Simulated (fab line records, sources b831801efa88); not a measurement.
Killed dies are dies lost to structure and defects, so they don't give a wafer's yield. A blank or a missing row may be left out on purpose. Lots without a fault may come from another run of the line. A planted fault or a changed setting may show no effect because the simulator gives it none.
fab line records | flow sky130
record lots=12 wafers=36 last_day=49
route steps=708 shown VIA3@573 METAL4@601 CAP2M@607 PAD_OPEN@708
lots that met no fault: from a run of the same line without faults
start_h: hours from the record's first day to the start of the lot's first wafer shown | wait_h: hours since the lot's step before | " the same as in the row above | L1.1+2: a row that stands for several wafers | - no value, or no start given | * or withheld: withheld | < > ~ a bound
route shown NAME@n: a module of which the file shows steps, and the number in the route of the first | usual: mean/standard deviation of fault-free wafers | same: alike in all rows | chamber/n: place in a boat | sites: the reading at each site | _std_site: their standard deviation | _edge_site: outer sites' mean less inner sites' | radius_mm: how far each site lies from the wafer's centre | mask NAME#n: copy n | behind: the tool/chamber that last shaped the wafer | hold: why the lot was held/for how many hours/how that ended | device: the transistor (n, p or np) that didn't switch | end of line: the same wafers' tests at the end of the route | a step without rows: its recipe alone | killed: dies lost to structure and defects at the first sort, not the wafer's yield | map: a wafer's dies, x killed, . not, _ none there
set.NAME: the setting as run; set.NAME@STEP: as run at that earlier step | model.NAME: the simulator's own value behind a step, which no gauge read
steps of the route over a sample of lots; a table a step, a row a wafer
services: from which hour (start_h, from the record's first day; less than 0 if before it) a tool's chamber was out of use, for how many hours, and why
## steps
# step SKY_VIA3_HDPCVD_00
# recipe material=SiO2 target_thk_nm=1635 sigma_open_frac=0.3 time_s=272.5 temp_c=400 sih4_flow_sccm=60 pressure_mtorr=6
# usual run_length_s=300.3/0.5
# columns lot.wafer tool chamber start_h wait_h run_length_s
L668.1 hdpcvd-02 2 900.46 0.0 300.2
L668.2 " 0 " " 300.5
L668.4 " 1 " " 300.8
L670.1 hdpcvd-01 0 907.96 0.0 299.6
L670.3 " 2 " " 300.5
L670.5 " 0 " " 299.9
L671.2 hdpcvd-01 1 917.76 0.0 299.5
L671.4 " 0 " " 299.9
L671.5 " 1 " " 299.6
L672.2 hdpcvd-01 1 924.53 0.0 299.5
L672.3 " 0 " " 299.8
L672.6 " 1 " " 299.6
L673.1 hdpcvd-01 0 945.30 0.0 299.7
L673.5 " 1 " " 299.8
L673.6 " 2 " " 300.5
L674.2 hdpcvd-02 2 947.06 0.0 299.8
L674.4 " 1 " " 300.6
L674.6 " 2 " " 300.1
L675.2 hdpcvd-01 1 954.78 0.0 300.4
L675.4 " 1 " " 300.6
L675.5 " 2 " " 300.6
L676.2 hdpcvd-01 2 975.27 0.0 300.4
L676.4 " 0 " " 299.5
L676.5 " 2 " " 300.2
L679.1 hdpcvd-02 1 981.38 0.0 301.1
L679.3 " 2 " " 300.4
L679.4 " 2 " " 300.1
L680.2 hdpcvd-01 1 989.15 0.0 299.9
L680.3 " 0 " " 299.4
L680.4 " 2 " " 300.6
L681.2 hdpcvd-02 1 1003.62 0.0 300.6
L681.5 " 2 " " 327.2
L681.6 " 0 " " 300.6
L683.2 hdpcvd-02 2 1020.91 0.0 327.1
L683.3 " 0 " " 300.9
L683.4 " 2 " " 327.2
# step SKY_VIA3_THK_MEAS_01
# recipe reads=SiO2_of_VIA3_HDPCVD_00
# usual VIA3_HDPCVD_THK=1629/17
# columns lot.wafer tool chamber start_h wait_h VIA3_HDPCVD_THK[nm]
L668.1 film_metro-04 - 900.63 0.1 1629
L668.2 " - " " 1619
L668.4 " - " " 1605
L670.1 film_metro-03 - 908.13 0.1 1622
L670.3 " - " " 1609
L670.5 " - " " 1637
L671.2 film_metro-03 - 917.94 0.1 1646
L671.4 " - " " 1617
L671.5 " - " " 1618
L672.2 film_metro-03 - 924.71 0.1 1648
L672.3 " - " " 1647
L672.6 " - " " 1667
L673.1 film_metro-03 - 945.47 0.1 1612
L673.5 " - " " 1608
L673.6 " - " " 1587
L674.2 film_metro-04 - 947.24 0.1 1637
L674.4 " - " " 1635
L674.6 " - " " 1637
L675.2 film_metro-01 - 954.95 0.1 1628
L675.4 " - " " 1614
L675.5 " - " " 1596
L676.2 film_metro-04 - 975.44 0.1 1588
L676.4 " - " " 1618
L676.5 " - " " 1588
L679.1 film_metro-01 - 981.55 0.1 1634
L679.3 " - " " 1642
L679.4 " - " " 1642
L680.2 film_metro-04 - 989.33 0.1 1616
L680.3 " - " " 1611
L680.4 " - " " 1597
L681.2 film_metro-03 - 1003.79 0.1 1602
L681.5 " - " " 1771
L681.6 " - " " 1612
L683.2 film_metro-01 - 1021.08 0.1 1820
L683.3 " - " " 1653
L683.4 " - " " 1812
# step SKY_VIA3_CVD_21
# recipe material=W target_thk_nm=390 time_s=117.31 temp_c=400 pressure_torr=40
# usual heater_power_w=902/53
# columns lot.wafer tool chamber start_h wait_h heater_power_w
L668.1 cvd_w-02 1 927.17 0.0 818
L668.2 " 0 " " 930
L668.4 " 1 " " 799
L670.1 cvd_w-01 1 933.40 0.0 873
L670.3 " 0 " " 935
L670.5 " 0 " " 950
L671.2 cvd_w-01 1 943.75 0.0 891
L671.4 " 0 " " 951
L671.5 " 0 " " 970
L672.2 cvd_w-01 0 952.58 0.0 953
L672.3 " 0 " " 953
L672.6 " 0 " " 952
L673.1 cvd_w-01 0 970.78 0.0 967
L673.5 " 0 " " 952
L673.6 " 1 " " 869
L674.2 cvd_w-01 1 972.54 0.0 877
L674.4 " 0 " " 963
L674.6 " 0 " " 966
L675.2 cvd_w-02 0 980.72 0.0 915
L675.4 " 1 " " 826
L675.5 " 1 " " 835
L676.2 cvd_w-02 1 1000.10 0.0 811
L676.4 " 0 " " 934
L676.5 " 0 " " 938
L679.1 cvd_w-01 0 1005.96 0.0 951
L679.3 " 0 " " 943
L679.4 " 1 " " 885
L680.2 cvd_w-01 1 1013.95 0.0 879
L680.3 " 1 " " 881
L680.4 " 0 " " 955
L681.2 cvd_w-01 0 1028.01 0.0 949
L681.5 " 1 " " 883
L681.6 " 0 " " 939
L683.2 cvd_w-02 0 1044.46 0.0 940
L683.3 " 0 " " 957
L683.4 " 1 " " 804
# step SKY_METAL4_SPUTTER_03
# recipe material=Ti target_thk_nm=5 power_w=3000 time_s=3.3 chamber_pressure_pa=0.4
# usual throttle_valve_pct=30.0/0.79
# columns lot.wafer tool chamber start_h wait_h throttle_valve_pct
L668.1 pvd_sputter-02 - 928.81 0.0 29.6
L668.2 " - " " 30.2
L668.4 " - " " 30.5
L670.1 pvd_sputter-02 - 934.09 0.0 29.9
L670.3 " - " " 30.4
L670.5 " - " " 30.4
L671.2 pvd_sputter-04 - 944.44 0.0 30.3
L671.4 " - " " 30.6
L671.5 " - " " 30.3
L672.2 pvd_sputter-04 - 953.37 0.0 30.4
L672.3 " - " " 28.6
L672.6 " - " " 30.4
L673.1 pvd_sputter-04 - 971.47 0.0 30.2
L673.5 " - " " 30.4
L673.6 " - " " 30.2
L674.2 pvd_sputter-03 - 973.23 0.0 31.8
L674.4 " - " " 31.8
L674.6 " - " " 30.6
L675.2 pvd_sputter-04 - 981.41 0.0 30.2
L675.4 " - " " 28.4
L675.5 " - " " 30.3
L676.2 pvd_sputter-04 - 1000.79 0.0 28.7
L676.4 " - " " 30.2
L676.5 " - " " 30.4
L679.1 pvd_sputter-03 - 1006.65 0.0 29.6
L679.3 " - " " 29.5
L679.4 " - " " 30.6
L680.2 pvd_sputter-02 - 1014.64 0.0 29.6
L680.3 " - " " 30.3
L680.4 " - " " 29.8
L681.2 pvd_sputter-02 - 1028.70 0.0 29.3
L681.5 " - " " 29.7
L681.6 " - " " 29.9
L683.2 pvd_sputter-03 - 1045.15 0.0 29.6
L683.3 " - " " 30.3
L683.4 " - " " 30.6
# step SKY_CAP2M_THK_MEAS_04
# recipe thk_meas_gauge=xrf reads=TiN_of_CAP2M_SPUTTER_02
# usual CAP2M_TIN_THK=201.1/2.4
# columns lot.wafer tool chamber start_h wait_h CAP2M_TIN_THK[nm]
L668.1 film_metro-01 - 929.19 0.1 199.6
L668.2 " - " " 199.2
L668.4 " - " " 196.9
L670.1 film_metro-01 - 934.47 0.1 202.9
L670.3 " - " " 199.8
L670.5 " - " " 202.5
L671.2 film_metro-02 - 944.83 0.1 195.7
L671.4 " - " " 200.6
L671.5 " - " " 197.6
L672.2 film_metro-01 - 953.76 0.1 200.4
L672.3 " - " " 199.9
L672.6 " - " " 199.7
L673.1 film_metro-02 - 971.85 0.1 199.3
L673.5 " - " " 199.6
L673.6 " - " " 202.9
L674.2 film_metro-02 - 973.65 0.1 199.0
L674.4 " - " " 203.2
L674.6 " - " " 202.5
L675.2 film_metro-02 - 981.80 0.1 199.7
L675.4 " - " " 202.7
L675.5 " - " " 203.1
L676.2 film_metro-02 - 1001.19 0.1 201.9
L676.4 " - " " 198.6
L676.5 " - " " 196.6
L679.1 film_metro-01 - 1007.03 0.1 201.8
L679.3 " - " " 197.7
L679.4 " - " " 199.2
L680.2 film_metro-04 - 1015.03 0.1 196.0
L680.3 " - " " 196.9
L680.4 " - " " 199.7
L681.2 film_metro-04 - 1029.09 0.1 199.9
L681.5 " - " " 197.4
L681.6 " - " " 199.2
L683.2 film_metro-01 - 1045.54 0.1 207.7
L683.3 " - " " 203.7
L683.4 " - " " 203.6
# step SKY_PAD_OPEN_PROBE_99
# usual defect_limited_yield=82.5/1.8 killed_at_M0_to_M3=43/6.5 killed_at_M4_up=3.1/1.8 killed_at_contacts=24/4.8 killed_at_front_end=15/4.7 killed_at_other=0.3/0.58 killed_dies=86/8.6 killed_open=47/6.7 killed_short=39/6.1 sort_bin_3_pad_short=0.8/0.38 sort_bin_5_function=10.4/1.3 sort_bin_6_memory=6.2/1.1 sort_n_pass=406/8.6 sort_yield_pct=82.5/1.8
# same gross_dies=492 killed_at_back_side=0 sort_bin_4_leakage[%]=0 sort_bin_8_speed[%]=0
# columns lot.wafer tool chamber start_h wait_h defect_limited_yield[%] killed_at_M0_to_M3 killed_at_M4_up killed_at_contacts killed_at_front_end killed_at_other killed_dies killed_open killed_short sort_bin_3_pad_short[%] sort_bin_5_function[%] sort_bin_6_memory[%] sort_n_pass sort_yield_pct[%]
L675.5 prober-02 - 1117.24 0.2 85.2 42 4 15 12 0 73 37 36 0.6 9.3 4.9 419 85.2
L676.2 prober-02 - 1135.01 0.1 83.1 40 3 26 13 1 83 51 32 0.4 10.8 5.7 409 83.1
L676.4 prober-02 - 1135.11 0.2 79.1 52 3 36 12 0 103 62 41 1.8 11.6 7.5 389 79.1
L676.5 prober-02 - 1135.16 0.2 81.3 51 3 23 15 0 92 45 47 1.4 9.6 7.7 400 81.3
L680.2 prober-01 - 1145.46 0.1 80.9 56 2 17 19 0 94 50 44 0.4 11.8 6.9 398 80.9
L680.3 prober-01 - 1145.51 0.2 80.7 52 2 24 17 0 95 43 52 0.8 11.0 7.5 397 80.7
L680.4 prober-01 - 1145.56 0.2 79.3 53 1 23 24 1 102 55 47 1.4 11.4 7.9 390 79.3
# killed by level:class
L675.5 VIA1:geometric_particle:open=11 VIA2:geometric_particle:open=7 METAL1:geometric_particle:short=6 CONTACT:geometric_particle:open=6 POLY_GATE:geometric_particle:short=4 LI_CONTACT:geometric_particle:open=4 METAL2:geometric_particle:short=4 VIA3:geometric_particle:open=4
L676.2 CONTACT:geometric_particle:open=10 VIA1:geometric_particle:open=7 VIA2:geometric_particle:open=7 LI_CONTACT:geometric_particle:open=6 FIELD_ISO:geometric_particle:open=5 VIA3:geometric_particle:open=5 METAL2:geometric_particle:short=4 POLY_GATE:geometric_particle:open=3
L676.4 CONTACT:geometric_particle:open=15 VIA1:geometric_particle:open=12 VIA2:geometric_particle:open=11 LI_CONTACT:geometric_particle:open=8 VIA1:geometric_particle:short=6 LOCAL_INTERCONNECT:geometric_particle:short=5 CONTACT:geometric_particle:short=5 METAL2:geometric_particle:short=5
L676.5 METAL1:geometric_particle:short=10 METAL2:geometric_particle:short=10 CONTACT:geometric_particle:open=9 VIA3:geometric_particle:open=9 LOCAL_INTERCONNECT:geometric_particle:short=5 LI_CONTACT:geometric_particle:open=5 VIA1:geometric_particle:short=5 VIA2:geometric_particle:open=5
L680.2 VIA1:geometric_particle:open=18 VIA3:geometric_particle:open=12 FIELD_ISO:geometric_particle:short=8 METAL2:geometric_particle:short=6 VIA3:geometric_particle:short=6 LOCAL_INTERCONNECT:geometric_particle:short=5 FIELD_ISO:geometric_particle:open=4 POLY_GATE:geometric_particle:short=4
L680.3 VIA1:geometric_particle:short=9 CONTACT:geometric_particle:open=9 VIA3:geometric_particle:open=9 VIA1:geometric_particle:open=9 FIELD_ISO:geometric_particle:short=8 VIA2:geometric_particle:open=6 LI_CONTACT:geometric_particle:short=5 METAL1:geometric_particle:short=5
L680.4 VIA1:geometric_particle:open=20 FIELD_ISO:geometric_particle:short=13 LI_CONTACT:geometric_particle:open=9 VIA2:geometric_particle:open=8 VIA3:geometric_particle:open=6 LOCAL_INTERCONNECT:geometric_particle:short=5 VIA1:geometric_particle:short=5 FIELD_ISO:geometric_particle:open=4
## services
# columns tool chamber start_h hours kind
cvd_w-01 - 904.00 14.0 pm
cvd_w-01 0 904.00 14.0 vent_cycle
cvd_w-01 1 904.00 14.0 vent_cycle
pvd_sputter-02 - 910.62 4.6 repair
hdpcvd-02 - 913.08 6.0 pm
cvd_w-01 - 918.00 14.6 pm
cvd_w-01 0 918.00 - clean
cvd_w-01 1 918.00 - clean
pvd_sputter-02 - 929.41 2.2 repair
hdpcvd-02 - 934.20 0.4 repair
hdpcvd-02 - 950.25 15.0 pm
hdpcvd-02 0 950.25 15.0 vent_cycle
hdpcvd-02 1 950.25 15.0 vent_cycle
hdpcvd-02 2 950.25 15.0 vent_cycle
hdpcvd-01 - 953.66 1.1 repair
hdpcvd-02 1 957.44 5.3 repair
pvd_sputter-02 0 958.13 - consumable_replace:kit
pvd_sputter-02 0 958.13 18.0 scheduled_down
pvd_sputter-02 0 958.13 18.0 vent_cycle
hdpcvd-02 0 965.25 - clean
hdpcvd-02 1 965.25 - clean
hdpcvd-02 2 965.25 - clean
pvd_sputter-03 - 975.62 0.7 repair
pvd_sputter-04 - 1010.58 3.0 repair
## key
first_sign step=SKY_VIA3_HDPCVD_00 reading=run_length_s direction=up sigmas=53 usual=* struck=*
effect step=SKY_VIA3_THK_MEAS_01 reading=VIA3_HDPCVD_THK direction=up sigmas=10 usual=1629 struck=1801
met_at SKY_VIA3_HDPCVD_00
struck_lots L681,L683
struck_wafers L681.5,L683.2,L683.4
not_acting_at SKY_VIA3_CVD_21,SKY_METAL4_SPUTTER_03,SKY_CAP2M_THK_MEAS_04
onset_between 981.38 1003.62
fault kind=process_parameter_drift tool=hdpcvd-02 chamber=2 onset_h=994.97 steps=SKY_VIA3_HDPCVD_00 channel=time_s offset=* shape=step end_h=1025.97 acts_in=* stated=*
